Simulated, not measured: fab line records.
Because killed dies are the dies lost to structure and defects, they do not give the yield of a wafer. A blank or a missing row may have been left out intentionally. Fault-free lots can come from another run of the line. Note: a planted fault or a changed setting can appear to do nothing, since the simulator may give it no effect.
fab line records ; flow gf180mcu
record lots=6; wafers=18; last_day=34
route steps=602 shown V5@556 TOP_METAL@567
lots untouched by any fault: they come from a run of this same line in which no faults occurred
start_h: hours from the record's opening day to when the first of the lot's shown wafers began ; wait_h: hours elapsed since this lot's preceding step ; " repeats the value in the row above ; L1.1+2: several wafers, shown together as one row ; - no value, or no start was given ; * or withheld: withheld ; < > ~ a bound
route shown NAME@n: a module of which the file shows steps, and the number in the route of the first ; usual: average and standard deviation across the fault-free wafers ; same: alike in all rows ; chamber/n: place in a boat ; sites: readings site by site ; _std_site: the values' standard deviation ; _edge_site: inner sites' mean taken away from outer sites' mean ; radius_mm: how far each site lies from the wafer's centre ; mask NAME#n: copy n ; behind: the tool/chamber that last shaped the wafer ; hold: cause of the lot's hold/its duration in hours/its outcome ; device: whichever transistor did not switch (one of n, p or np) ; end of line: the route-end tests of the same wafers ; step lacking rows: just its recipe ; killed: dies lost to structure and defects at the first sort, not the wafer's yield ; map: shows each die of a wafer: x if killed, . if not, _ if none is there
set.NAME: setting as actually run; set.NAME@STEP: the setting as run at that earlier step ; model.NAME: the simulator's own value behind a step, which no gauge read
certain route steps with their lots: each step a table, each wafer a row
services: from which hour (start_h, from the record's first day; less than 0 if before it) a tool's chamber was out of use, for how many hours, and why
## steps
# step GF_V5_ETCH_16
# recipe chemistry=N2/H2; target_depth_a=withheld; overetch_a=withheld; time_s=withheld; target=BARC; ion_energy_ev=200; source_w=500; bias_w=100; pressure_mtorr=30; n2_flow_sccm=100; h2_flow_sccm=200
# step GF_V5_ETCH_17
# recipe chemistry=C4F8/O2/Ar; mask_material=KrF; target=SiO2; stop_on=TiN; source_w=1500; bias_w=1200; pressure_mtorr=40; c4f8_flow_sccm=withheld; O2_flow_sccm=6; Ar_flow_sccm=300; time_s=withheld; target_depth_a=8550
# usual oes_product_au=0.859/0.0043
lot.wafer;tool;chamber;start_h;wait_h;oes_product_au
L910.1;rie_diel-02;0;-;-;0.864
L910.2;rie_diel-02;3;-;-;0.860
L910.4;rie_diel-02;2;-;-;0.865
L912.1;rie_diel-04;3;-;-;0.858
L912.4;rie_diel-04;3;-;-;0.859
L912.5;rie_diel-04;2;-;-;0.862
L913.1;rie_diel-04;2;-;-;0.867
L913.2;rie_diel-04;1;-;-;0.859
L913.5;rie_diel-04;1;-;-;0.865
L921.1;rie_diel-04;0;-;-;0.852
L921.2;rie_diel-04;2;-;-;0.858
L921.6;rie_diel-04;1;-;-;0.861
L922.3;rie_diel-03;2;-;-;0.856
L922.5;rie_diel-03;3;-;-;0.861
L922.6;rie_diel-03;0;-;-;0.867
L926.1;rie_diel-03;0;-;-;0.863
L926.3;rie_diel-03;1;-;-;0.860
L926.6;rie_diel-03;2;-;-;0.858
# step GF_V5_STRIP_18
# recipe chemistry=O2/N2; power_w=1400; pressure_mtorr=1500; platen_temp_c=250; o2_flow_sccm=3000; n2_flow_sccm=300; overash_fraction=0.5
# step GF_V5_STRIP_19
# recipe chemistry=post_etch_residue_remover; time_s=1200; temp_c=72.5
# step GF_V5_CLEAN_20
# recipe chemistry=DIW; dry=n2_spin
# step GF_V5_SPUTTER_21
# recipe material=Ti; target_thk_nm=15; chamber_pressure_pa=5; power_w=2500; substrate_temp_c=200; time_s=80.02
# usual cathode_dc_power_W=2500.0/0.5; chamber_pressure_pa=5.000/0.0099; throttle_valve_pct=30.1/1.1
lot.wafer;tool;chamber;start_h;wait_h;cathode_dc_power_W;chamber_pressure_pa;throttle_valve_pct
L910.1;pvd_sputter-03;-;675.85;0.0;2500.4;5.004;31.4
L910.2;pvd_sputter-03;-;675.85;0.0;2499.6;4.977;29.9
L910.4;pvd_sputter-03;-;675.85;0.0;2500.3;4.997;29.9
L912.1;pvd_sputter-01;-;685.90;0.0;2500.6;4.997;28.9
L912.4;pvd_sputter-01;-;685.90;0.0;2499.9;5.015;30.0
L912.5;pvd_sputter-01;-;685.90;0.0;2500.3;4.989;29.2
L913.1;pvd_sputter-01;-;690.69;0.0;2500.0;4.997;28.9
L913.2;pvd_sputter-01;-;690.69;0.0;2499.7;5.008;30.1
L913.5;pvd_sputter-01;-;690.69;0.0;2499.9;4.989;30.1
L921.1;pvd_sputter-01;-;740.96;0.0;2500.2;4.998;28.8
L921.2;pvd_sputter-01;-;740.96;0.0;2499.6;5.008;30.4
L921.6;pvd_sputter-01;-;740.96;0.0;2499.7;4.999;30.3
L922.3;pvd_sputter-03;-;746.10;0.0;2500.2;5.002;29.7
L922.5;pvd_sputter-03;-;746.10;0.0;2501.0;4.983;29.6
L922.6;pvd_sputter-03;-;746.10;0.0;2498.9;5.005;29.8
L926.1;pvd_sputter-01;-;773.72;0.0;2500.1;4.993;30.0
L926.3;pvd_sputter-01;-;773.72;0.0;2501.3;4.994;31.1
L926.6;pvd_sputter-01;-;773.72;0.0;2500.2;5.002;31.3
# step GF_V5_SPUTTER_22
# recipe material=TiN; target_thk_nm=10; chamber_pressure_pa=5; power_w=4000; time_s=40
# usual cathode_dc_power_W=4000.0/0.66; chamber_pressure_pa=5.000/0.0097; throttle_valve_pct=30.0/1.1
lot.wafer;tool;chamber;start_h;wait_h;cathode_dc_power_W;chamber_pressure_pa;throttle_valve_pct
L910.1;pvd_sputter-03;-;675.91;0.0;3999.1;5.015;31.5
L910.2;pvd_sputter-03;-;675.91;0.0;3999.4;4.977;29.6
L910.4;pvd_sputter-03;-;675.91;0.0;4001.5;5.008;30.0
L912.1;pvd_sputter-01;-;685.96;0.0;4001.4;4.983;28.8
L912.4;pvd_sputter-01;-;685.96;0.0;3999.4;5.004;29.8
L912.5;pvd_sputter-01;-;685.96;0.0;4000.2;5.011;28.7
L913.1;pvd_sputter-01;-;690.76;0.0;3999.4;5.008;28.9
L913.2;pvd_sputter-01;-;690.76;0.0;3999.1;5.003;30.1
L913.5;pvd_sputter-01;-;690.76;0.0;4000.4;5.001;29.8
L921.1;pvd_sputter-01;-;741.02;0.0;3999.9;4.993;28.8
L921.2;pvd_sputter-01;-;741.02;0.0;3999.7;5.003;30.2
L921.6;pvd_sputter-01;-;741.02;0.0;4000.8;5.004;30.1
L922.3;pvd_sputter-03;-;746.16;0.0;3999.9;4.994;29.5
L922.5;pvd_sputter-03;-;746.16;0.0;3999.9;5.021;29.6
L922.6;pvd_sputter-03;-;746.16;0.0;3999.5;4.999;29.7
L926.1;pvd_sputter-01;-;773.79;0.0;4000.2;4.992;29.7
L926.3;pvd_sputter-01;-;773.79;0.0;4000.0;4.996;30.9
L926.6;pvd_sputter-01;-;773.79;0.0;3998.9;4.990;30.9
# step GF_V5_CVD_23
# recipe material=W; target_thk_nm=350; time_s=104.9; temp_c=400; pressure_torr=40
# usual chamber_pressure_Torr=40.00/0.084; heater_power_w=836/66
lot.wafer;tool;chamber;start_h;wait_h;chamber_pressure_Torr;heater_power_w
L910.1;cvd_w-01;1;675.95;0.0;40.00;786
L910.2;cvd_w-01;0;675.95;0.0;39.93;915
L910.4;cvd_w-01;1;675.95;0.0;39.96;765
L912.1;cvd_w-02;1;686.00;0.0;39.90;898
L912.4;cvd_w-02;0;686.00;0.0;39.89;729
L912.5;cvd_w-02;1;686.00;0.0;40.03;942
L913.1;cvd_w-01;1;690.79;0.0;39.90;784
L913.2;cvd_w-01;0;690.79;0.0;40.02;856
L913.5;cvd_w-01;0;690.79;0.0;39.97;875
L921.1;cvd_w-02;1;741.06;0.0;39.90;917
L921.2;cvd_w-02;0;741.06;0.0;39.99;768
L921.6;cvd_w-02;0;741.06;0.0;39.89;754
L922.3;cvd_w-02;0;746.24;0.1;39.90;766
L922.5;cvd_w-02;1;746.24;0.1;40.03;901
L922.6;cvd_w-02;0;746.24;0.1;39.66;749
L926.1;cvd_w-02;0;773.82;0.0;40.05;764
L926.3;cvd_w-02;1;773.82;0.0;39.89;935
L926.6;cvd_w-02;1;773.82;0.0;40.10;935
# step GF_V5_RS_MEAS_24
# recipe thk_meas_gauge=four-point-probe; reads=W_of_V5_CVD_23+TiN_of_V5_SPUTTER_22+Ti_of_V5_SPUTTER_21
# usual V5_W_RS=0.3274/0.0029
lot.wafer;tool;chamber;start_h;wait_h;V5_W_RS[ohm/sq]
L910.1;film_metro-03;-;676.06;0.1;0.3306
L910.2;film_metro-03;-;676.06;0.1;0.3251
L910.4;film_metro-03;-;676.06;0.1;0.3286
L912.1;film_metro-01;-;686.11;0.1;0.3306
L912.4;film_metro-01;-;686.11;0.1;0.3266
L912.5;film_metro-01;-;686.11;0.1;0.3278
L913.1;film_metro-03;-;690.91;0.1;0.3273
L913.2;film_metro-03;-;690.91;0.1;0.3213
L913.5;film_metro-03;-;690.91;0.1;0.3242
L921.1;film_metro-02;-;741.17;0.1;0.3275
L921.2;film_metro-02;-;741.17;0.1;0.3250
L921.6;film_metro-02;-;741.17;0.1;0.3294
L922.3;film_metro-02;-;746.35;0.1;0.3285
L922.5;film_metro-02;-;746.35;0.1;0.3287
L922.6;film_metro-02;-;746.35;0.1;0.3264
L926.1;film_metro-01;-;773.94;0.1;0.3273
L926.3;film_metro-01;-;773.94;0.1;0.3238
L926.6;film_metro-01;-;773.94;0.1;0.3276
# step GF_V5_THK_MEAS_25
# recipe thk_meas_gauge=xrf; reads=W_of_V5_CVD_23
# usual V5_W_THK=344/4.1
lot.wafer;tool;chamber;start_h;wait_h;V5_W_THK[nm]
L910.1;film_metro-03;-;676.18;0.1;342
L910.2;film_metro-03;-;676.18;0.1;348
L910.4;film_metro-03;-;676.18;0.1;344
L912.1;film_metro-01;-;686.23;0.1;338
L912.4;film_metro-01;-;686.23;0.1;345
L912.5;film_metro-01;-;686.23;0.1;344
L913.1;film_metro-03;-;691.03;0.1;351
L913.2;film_metro-03;-;691.03;0.1;353
L913.5;film_metro-03;-;691.03;0.1;353
L921.1;film_metro-02;-;741.29;0.1;342
L921.2;film_metro-02;-;741.29;0.1;343
L921.6;film_metro-02;-;741.29;0.1;340
L922.3;film_metro-02;-;746.45;0.1;343
L922.5;film_metro-02;-;746.45;0.1;342
L922.6;film_metro-02;-;746.45;0.1;343
L926.1;film_metro-01;-;774.06;0.1;341
L926.3;film_metro-01;-;774.06;0.1;344
L926.6;film_metro-01;-;774.06;0.1;342
# step GF_V5_CMP_26
# recipe stop_on=SiO2; down_force_psi=3.5; platen_rpm=60; t_overpolish_s=15; target_thk_nm=0; pad_velocity_m_s=0.94248
# usual motor_current_A=10.7/0.58; overpolish_run_s=14.999/0.0088; time_to_endpoint_s=84/4.2
lot.wafer;tool;chamber;start_h;wait_h;motor_current_A;overpolish_run_s;time_to_endpoint_s
L910.2;cmp-01;2;676.24;0.0;10.2;14.999;79
L910.4;cmp-01;3;676.24;0.0;11.5;14.993;80
L910.1;cmp-01;0;676.24;0.0;11.8;14.988;85
L912.4;cmp-02;1;686.34;0.1;10.9;15.004;84
L912.1;cmp-02;2;686.34;0.1;11.2;14.992;82
L912.5;cmp-02;0;686.34;0.1;10.4;15.008;92
L913.1;cmp-01;3;691.09;0.1;11.3;15.001;83
L913.2;cmp-01;1;691.09;0.1;10.0;14.996;88
L913.5;cmp-01;3;691.09;0.1;10.4;15.014;84
L921.2;cmp-02;3;741.56;0.2;10.4;14.999;81
L921.1;cmp-02;0;741.56;0.2;10.1;15.016;88
L921.6;cmp-02;1;741.56;0.2;10.6;14.994;80
L922.3;cmp-01;0;746.79;0.3;11.1;14.995;86
L922.6;cmp-01;2;746.79;0.3;11.0;14.999;81
L922.5;cmp-01;3;746.79;0.3;11.1;14.985;81
L926.1;cmp-02;2;774.51;0.4;10.4;14.997;82
L926.3;cmp-02;3;774.51;0.4;10.6;14.997;84
L926.6;cmp-02;3;774.51;0.4;10.9;14.998;79
# step GF_TOP_METAL_SPUTTER_00
# recipe material=Ti; target_thk_nm=37.5; arriving_ion_energy_ev=80; substrate_temp_c=200; chamber_pressure_pa=2; power_w=4000; time_s=150
# step GF_TOP_METAL_SPUTTER_01
# recipe material=TiN; target_thk_nm=30; power_w=6500; time_s=25; chamber_pressure_pa=0.4
# usual cathode_dc_power_W=6500.1/1.2; chamber_pressure_pa=0.4000/0.00088; throttle_valve_pct=30.0/1.2
lot.wafer;tool;chamber;start_h;wait_h;cathode_dc_power_W;chamber_pressure_pa;throttle_valve_pct
L910.1;pvd_sputter-02;-;676.64;0.1;6500.0;0.4000;32.1
L910.2;pvd_sputter-02;-;676.64;0.1;6500.6;0.4007;28.0
L910.4;pvd_sputter-02;-;676.64;0.1;6499.3;0.3999;29.3
L912.1;pvd_sputter-04;-;686.69;0.1;-;-;-
L912.4;pvd_sputter-04;-;686.69;0.1;-;-;-
L912.5;pvd_sputter-04;-;686.69;0.1;-;-;-
L913.1;pvd_sputter-04;-;691.49;0.1;-;-;-
L913.2;pvd_sputter-04;-;691.49;0.1;-;-;-
L913.5;pvd_sputter-04;-;691.49;0.1;-;-;-
L921.1;pvd_sputter-04;-;741.86;0.1;6500.0;0.4010;31.7
L921.2;pvd_sputter-04;-;741.86;0.1;6503.1;0.3995;28.3
L921.6;pvd_sputter-04;-;741.86;0.1;6499.7;0.3995;28.6
L922.3;pvd_sputter-01;-;747.09;0.1;6500.5;0.4006;30.9
L922.5;pvd_sputter-01;-;747.09;0.1;6499.9;0.4006;31.2
L922.6;pvd_sputter-01;-;747.09;0.1;6500.2;0.3982;30.1
L926.1;pvd_sputter-04;-;774.91;0.1;6499.7;0.3991;30.3
L926.3;pvd_sputter-04;-;774.91;0.1;6498.9;0.3980;30.0
L926.6;pvd_sputter-04;-;774.91;0.1;6500.5;0.4007;31.8
# step GF_TOP_METAL_SPUTTER_02
# recipe material=AlCu; target_thk_nm=900; power_w=10600; chamber_pressure_pa=0.3; substrate_temp_c=250; gas=Ar; time_s=47.82
# step GF_TOP_METAL_SPUTTER_03
# recipe material=Ti; target_thk_nm=5; substrate_temp_c=300; chamber_pressure_pa=0.3; power_w=3000; time_s=3.3
# step GF_TOP_METAL_SPUTTER_04
# recipe material=TiN; target_thk_nm=25; power_w=6500; time_s=20.8; chamber_pressure_pa=0.4
# step GF_TOP_METAL_DEHYDRATE_07
# recipe temp_c=200; time_s=60
# step GF_TOP_METAL_HMDS_08
# recipe prime_time_s=60; prime_temp_c=120
# step GF_TOP_METAL_COAT_09
# recipe resist=NOVOLAK; spin_rpm=3000; resist_thk_nm=1500
# step GF_TOP_METAL_SOFTBAKE_10
# recipe temp_c=90; time_s=60; resist=NOVOLAK
# step GF_TOP_METAL_EXPOSE_11
# recipe mask_id=MetalTop; target_cd_nm=440; na=0.6; source_shape=conventional; sigma_outer=0.6; dose_mj=170
# step GF_TOP_METAL_PEB_12
# recipe temp_c=withheld; time_s=*; resist=NOVOLAK
# step GF_TOP_METAL_DEVELOP_13
# recipe develop_time_s=60; dev_temp_c=23
# step GF_TOP_METAL_CD_MEAS_14
# recipe target_cd_nm=440
# usual cd_nm=439.4/2.3
lot.wafer;tool;chamber;start_h;wait_h;cd_nm
L910.1;cd_sem-01;-;695.60;0.1;434.4
L910.2;cd_sem-01;-;695.60;0.1;435.9
L910.4;cd_sem-01;-;695.60;0.1;436.3
L912.1;cd_sem-01;-;706.12;0.1;439.8
L912.4;cd_sem-01;-;706.12;0.1;440.4
L912.5;cd_sem-01;-;706.12;0.1;440.1
L913.1;cd_sem-02;-;710.33;0.1;436.1
L913.2;cd_sem-02;-;710.33;0.1;437.0
L913.5;cd_sem-02;-;710.33;0.1;437.5
L921.1;cd_sem-02;-;758.80;0.1;439.0
L921.2;cd_sem-02;-;758.80;0.1;440.5
L921.6;cd_sem-02;-;758.80;0.1;439.7
L922.3;cd_sem-01;-;763.31;0.2;442.5
L922.5;cd_sem-01;-;763.31;0.2;442.2
L922.6;cd_sem-01;-;763.31;0.2;441.0
L926.1;cd_sem-02;-;789.90;0.1;443.3
L926.3;cd_sem-02;-;789.90;0.1;442.8
L926.6;cd_sem-02;-;789.90;0.1;444.7
# step GF_TOP_METAL_OVL_MEAS_15
# usual TOP_METAL_OVL=0.0/1.6
lot.wafer;tool;chamber;start_h;wait_h;TOP_METAL_OVL[nm]
L910.1;overlay-01;-;695.72;0.1;1.1
L910.2;overlay-01;-;695.72;0.1;-1.1
L910.4;overlay-01;-;695.72;0.1;-1.3
L912.1;overlay-01;-;706.24;0.1;-2.0
L912.4;overlay-01;-;706.24;0.1;-0.6
L912.5;overlay-01;-;706.24;0.1;-0.4
L913.1;overlay-01;-;710.45;0.1;1.1
L913.2;overlay-01;-;710.45;0.1;-0.8
L913.5;overlay-01;-;710.45;0.1;-0.7
L921.1;overlay-01;-;758.92;0.1;-1.6
L921.2;overlay-01;-;758.92;0.1;-0.3
L921.6;overlay-01;-;758.92;0.1;-1.3
L922.3;overlay-01;-;763.40;0.1;-0.8
L922.5;overlay-01;-;763.40;0.1;-2.1
L922.6;overlay-01;-;763.40;0.1;-2.2
L926.1;overlay-01;-;790.02;0.1;-1.9
L926.3;overlay-01;-;790.02;0.1;-1.8
L926.6;overlay-01;-;790.02;0.1;-1.9
# step GF_TOP_METAL_METAL_ETCH_16
# recipe chemistry=Cl2/BCl3; mask_material=NOVOLAK; target_depth_nm=1077.5; stop_on=SiO2; pressure_mtorr=8; icp_w=800; bias_w=140; Cl2_flow_sccm=80; bcl3_flow_sccm=40; time_s=179.6
# usual drypump_motor_current_A=5.68/0.2; oes_product_au=0.968/0.0068; throttle_valve_pct=28.255/0.011
lot.wafer;tool;chamber;start_h;wait_h;drypump_motor_current_A;oes_product_au;rf_hours_counter_h;throttle_valve_pct
L910.1;rie_metal-04;1;695.76;0.0;5.34;0.969;6.6;28.246
L910.2;rie_metal-04;0;695.76;0.0;5.70;0.972;8.0;28.249
L910.4;rie_metal-04;1;695.76;0.0;5.33;0.967;-;28.258
L912.1;rie_metal-02;0;706.28;0.0;5.81;0.958;7.7;28.287
L912.4;rie_metal-02;0;706.28;0.0;5.80;0.948;-;28.263
L912.5;rie_metal-02;0;706.28;0.0;5.83;0.950;-;28.262
L913.1;rie_metal-02;0;710.49;0.0;5.81;0.944;7.9;28.291
L913.2;rie_metal-02;1;710.49;0.0;5.64;0.946;6.8;28.277
L913.5;rie_metal-02;1;710.49;0.0;5.62;0.947;-;28.275
L921.1;rie_metal-04;1;758.96;0.0;5.35;0.959;9.8;28.262
L921.2;rie_metal-04;1;758.96;0.0;5.30;0.971;-;28.245
L921.6;rie_metal-04;1;758.96;0.0;5.36;0.974;-;28.249
L922.3;rie_metal-02;1;763.48;0.1;5.64;0.984;-;28.240
L922.5;rie_metal-02;1;763.48;0.1;5.62;0.972;-;28.243
L922.6;rie_metal-02;0;763.48;0.1;5.80;0.966;-;28.261
L926.1;rie_metal-01;0;790.06;0.0;5.92;0.979;13.7;28.254
L926.3;rie_metal-01;1;790.06;0.0;5.65;0.956;-;28.247
L926.6;rie_metal-01;1;790.06;0.0;5.65;0.956;-;28.277
# step GF_TOP_METAL_STRIP_17
# recipe chemistry=O2/N2; power_w=1400; pressure_mtorr=1500; platen_temp_c=250; o2_flow_sccm=3000; n2_flow_sccm=300; overash_fraction=0.5
## services
tool;chamber;start_h;hours;kind
rie_diel-02;3;653.99;6.2;repair
pvd_sputter-01;3;656.20;-;consumable_replace:kit
pvd_sputter-01;3;656.20;18.0;scheduled_down
pvd_sputter-01;3;656.20;18.0;vent_cycle
rie_diel-04;1;657.31;7.9;repair
cmp-01;-;657.37;0.6;repair
rie_diel-03;2;662.49;24.4;repair
rie_diel-04;1;673.11;2.7;repair
pvd_sputter-03;-;680.38;3.9;repair
cvd_w-01;0;687.83;2.4;repair
cvd_w-01;-;696.23;1.3;repair
cmp-01;-;714.34;1.8;repair
cmp-01;-;719.58;7.2;pm
rie_diel-02;3;727.87;4.0;repair
pvd_sputter-02;-;737.25;0.8;repair
rie_diel-02;0;739.45;10.3;repair
rie_metal-04;0;744.08;18.9;repair
cmp-02;-;744.60;4.0;pm
pvd_sputter-04;-;748.01;3.7;repair
rie_metal-04;1;762.40;3.3;repair
cmp-02;-;767.34;6.6;pm
pvd_sputter-02;-;769.98;22.8;repair
cmp-01;-;772.91;1.7;repair
cmp-02;-;775.95;1.3;repair
## key
first_sign step=GF_TOP_METAL_SPUTTER_01; reading=tool_record; direction=missing
effect step=GF_TOP_METAL_METAL_ETCH_16; reading=oes_product_au; direction=down; sigmas=2.8; usual=0.968; struck=0.949
met_at GF_TOP_METAL_SPUTTER_01
struck_wafers L912.1,L912.4,L912.5,L913.1,L913.2,L913.5
later_rows_left_out L912.1,L912.4,L912.5,L913.1,L913.2,L913.5
sort_left_out L912.1,L912.4,L912.5,L913.1,L913.2,L913.5
fault kind=skipped_step_whole; tool=pvd_sputter-04; chamber=-; onset_h=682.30; steps=GF_TOP_METAL_SPUTTER_01; scope=struck_lots_only
# sort_left_out: the simulated sort isn't trusted on such a fault, so these wafers' sort isn't shown, and their yield isn't known
# later_rows_left_out: the simulator's readings of these wafers behind a module that went badly wrong aren't trusted and aren't shown, but for the sort
